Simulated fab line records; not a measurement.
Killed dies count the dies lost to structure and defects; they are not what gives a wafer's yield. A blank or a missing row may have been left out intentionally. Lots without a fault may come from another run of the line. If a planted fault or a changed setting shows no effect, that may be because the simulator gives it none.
What tool caused it?    flow gf180mcu    33 wafers from 11 lots sampled at 5 of the route's 602 steps

WHAT THE GAUGES READ, wafer by wafer
GF_V1_RS_MEAS_24: measurement is done with a four-point probe.
lot   measured      on            V1_W_RS (ohm/sq)
L275  day 19 10:50  filmMetro-02  0.329 0.326 0.330
L277  day 20 03:40  filmMetro-04  0.328 0.327 0.326
L278  day 20 10:10  filmMetro-01  0.326 0.327 0.329
L282  day 22 00:52  filmMetro-02  0.325 0.326 0.326
L283  day 22 12:56  filmMetro-01  0.321 0.323 0.323
L285  day 23 01:58  filmMetro-04  0.241 0.243 0.243
L286  day 23 07:07  filmMetro-02  0.243 0.244 0.243
L289  day 24 12:38  filmMetro-01  0.240 0.242 0.242
L291  day 25 01:49  filmMetro-01  0.335 0.335 0.336
L294  day 25 17:46  filmMetro-02  0.332 0.328 0.331
L295  day 26 08:25  filmMetro-02  0.334 0.327 0.331

GF_V1_THK_MEAS_25: measures by xrf.
lot   measured      on            V1_W_THK (nm)
L275  day 19 10:58  filmMetro-02  362 365 360
L277  day 20 03:47  filmMetro-04  363 363 364
L278  day 20 10:16  filmMetro-01  366 366 367
L282  day 22 00:59  filmMetro-02  364 362 361
L283  day 22 13:03  filmMetro-01  375 373 371
L285  day 23 02:05  filmMetro-04  499 497 496
L286  day 23 07:14  filmMetro-02  495 496 493
L289  day 24 12:45  filmMetro-01  511 506 503
L291  day 25 01:56  filmMetro-01  355 354 353
L294  day 25 17:53  filmMetro-02  358 361 359
L295  day 26 08:32  filmMetro-02  357 363 361

WHAT TOOL EACH LOT RAN ON (gives the tool, then ch and the chambers of the sampled wafers, and finally the start)
lot   GF_V1_ETCH_16                      GF_V1_ETCH_17                                 GF_V1_CVD_23
L275  rieDiel-01 ch 1,2,3, day 19 09:56  rieDiel-01 ch 1,2,3, day 19 10:44 or earlier  cvdW-02 ch 0,1, day 19 10:44
L277  rieDiel-04 ch 0,2,3, day 20 02:26  rieDiel-04 ch 0,2,3, day 20 03:33 or earlier  cvdW-01 ch 0,1, day 20 03:33
L278  rieDiel-04 ch 2,3, day 20 09:14    rieDiel-04 ch 2,3, day 20 10:02 or earlier    cvdW-02 ch 0,1, day 20 10:02
L282  rieDiel-04 ch 1,2, day 21 23:59    rieDiel-04 ch 1,2, day 22 00:45 or earlier    cvdW-01 ch 0, day 22 00:45
L283  rieDiel-04 ch 0,1, day 22 12:04    rieDiel-04 ch 0,1, day 22 12:49 or earlier    cvdW-01 ch 0,1, day 22 12:49
L285  rieDiel-04 ch 1,2,3, day 23 01:05  rieDiel-04 ch 1,2,3, day 23 01:51 or earlier  cvdW-01 ch 0,1, day 23 01:51
L286  rieDiel-04 ch 0,1,2, day 23 06:13  rieDiel-04 ch 0,1,2, day 23 07:00 or earlier  cvdW-01 ch 0,1, day 23 07:00
L289  rieDiel-02 ch 0,1, day 24 11:46    rieDiel-02 ch 0,1, day 24 12:31 or earlier    cvdW-01 ch 0,1, day 24 12:31
L291  rieDiel-02 ch 0,2,3, day 25 00:56  rieDiel-02 ch 0,2,3, day 25 01:42 or earlier  cvdW-02 ch 0,1, day 25 01:42
L294  rieDiel-04 ch 0,1, day 25 16:52    rieDiel-04 ch 0,1, day 25 17:38 or earlier    cvdW-02 ch 0,1, day 25 17:38
L295  rieDiel-04 ch 0,2,3, day 26 07:26  rieDiel-04 ch 0,2,3, day 26 08:17 or earlier  cvdW-02 ch 0,1, day 26 08:17
- GF_V1_ETCH_16: etches BARC in N2/H2.
- GF_V1_ETCH_17: etches SiO2 in C4F8/O2/Ar, stops on TiN, target depth 630 nm.
- GF_V1_CVD_23: deposits W, target thk 350 nm, time 105.05 s.

WHAT THE TOOLS THEMSELVES READ (means of the sampled wafers that have a number; where no wafer has one, the mark that the record gives instead)
GF_V1_ETCH_16.
lot   tool        drypumpMotorCurrentA (A)  oesProductAu (a.u.)  throttleValvePct (%)
L275  rieDiel-01  5.6                       0.854                13.232
L277  rieDiel-04  6.0                       0.856                13.221
L278  rieDiel-04  6.0                       0.854                13.219
L282  rieDiel-04  5.6                       0.859                13.222
L283  rieDiel-04  5.7                       0.854                13.217
L285  rieDiel-04  5.7                       0.854                13.224
L286  rieDiel-04  5.7                       0.858                13.226
L289  rieDiel-02  5.4                       0.855                13.217
L291  rieDiel-02  5.4                       0.858                13.225
L294  rieDiel-04  5.6                       0.855                13.220
L295  rieDiel-04  6.0                       0.852                13.225

GF_V1_ETCH_17.
lot   tool        oesProductAu (a.u.)
L275  rieDiel-01  0.854
L277  rieDiel-04  0.857
L278  rieDiel-04  0.856
L282  rieDiel-04  0.858
L283  rieDiel-04  0.858
L285  rieDiel-04  0.854
L286  rieDiel-04  0.851
L289  rieDiel-02  0.854
L291  rieDiel-02  0.858
L294  rieDiel-04  0.859
L295  rieDiel-04  0.853

GF_V1_CVD_23.
lot   tool     heaterPowerW (W)  susceptorTempC (C)
L275  cvdW-02  749               400.19
L277  cvdW-01  849               399.91
L278  cvdW-02  812               399.77
L282  cvdW-01  823               400.07
L283  cvdW-01  832               399.92
L285  cvdW-01  869               400.05
L286  cvdW-01  848               399.95
L289  cvdW-01  850               399.79
L291  cvdW-02  813               399.84
L294  cvdW-02  802               400.17
L295  cvdW-02  742               400.18

THE ANSWER, worked out from the rows above alone
Rule: usual is defined by the lots themselves. The widest of any qualifying gaps counts: lots, ordered by their means at a reading, are off when they make up no more than a third of the lots, leave a main group of 4 or more, and stand apart from it by 3 or more times the standard deviation of that group's means. A main group is skipped when, at the precision printed for the reading in the tables above, its means are all equal. A lot without any number at a reading at which 4 lots or more have one is off too. Where the step has rows for the other lots, those lots are counted as sound. Order of review: gauges by route order, followed by the tools' own readings, for which a lot's mean as printed above is used. At the first step where some lot is off, the reading lying furthest off is the one used; lots without a number count as furthest.
Off: L285, L286, L289, seen at GF_V1_RS_MEAS_24 (V1_W_RS). The main group has a mean of 0.328 ohm/sq with a standard deviation of 0.0036.
A tool fits if, at a process step before that reading, it ran every lot that is off, and no sound lot after the first of them. The gauges at GF_V1_RS_MEAS_24 are tried like those tools. GF_V1_ETCH_17: start missing for some lots; hours and lot order therefore follow GF_V1_CVD_23. One fits: cvdW-01 at GF_V1_CVD_23. Its last sound lot is L283 (day 22 12:49), its first lot that is off L285 (day 23 01:51): a fault that began between those two fits.

WHAT THE SIMULATOR HAD INSERTED
Process parameter drift: cvdW-01, from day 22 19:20 on, at GF_V1_CVD_23. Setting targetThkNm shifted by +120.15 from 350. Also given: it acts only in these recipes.
Struck lots among those shown: L285, L286, L289. The same result came from the rule above.
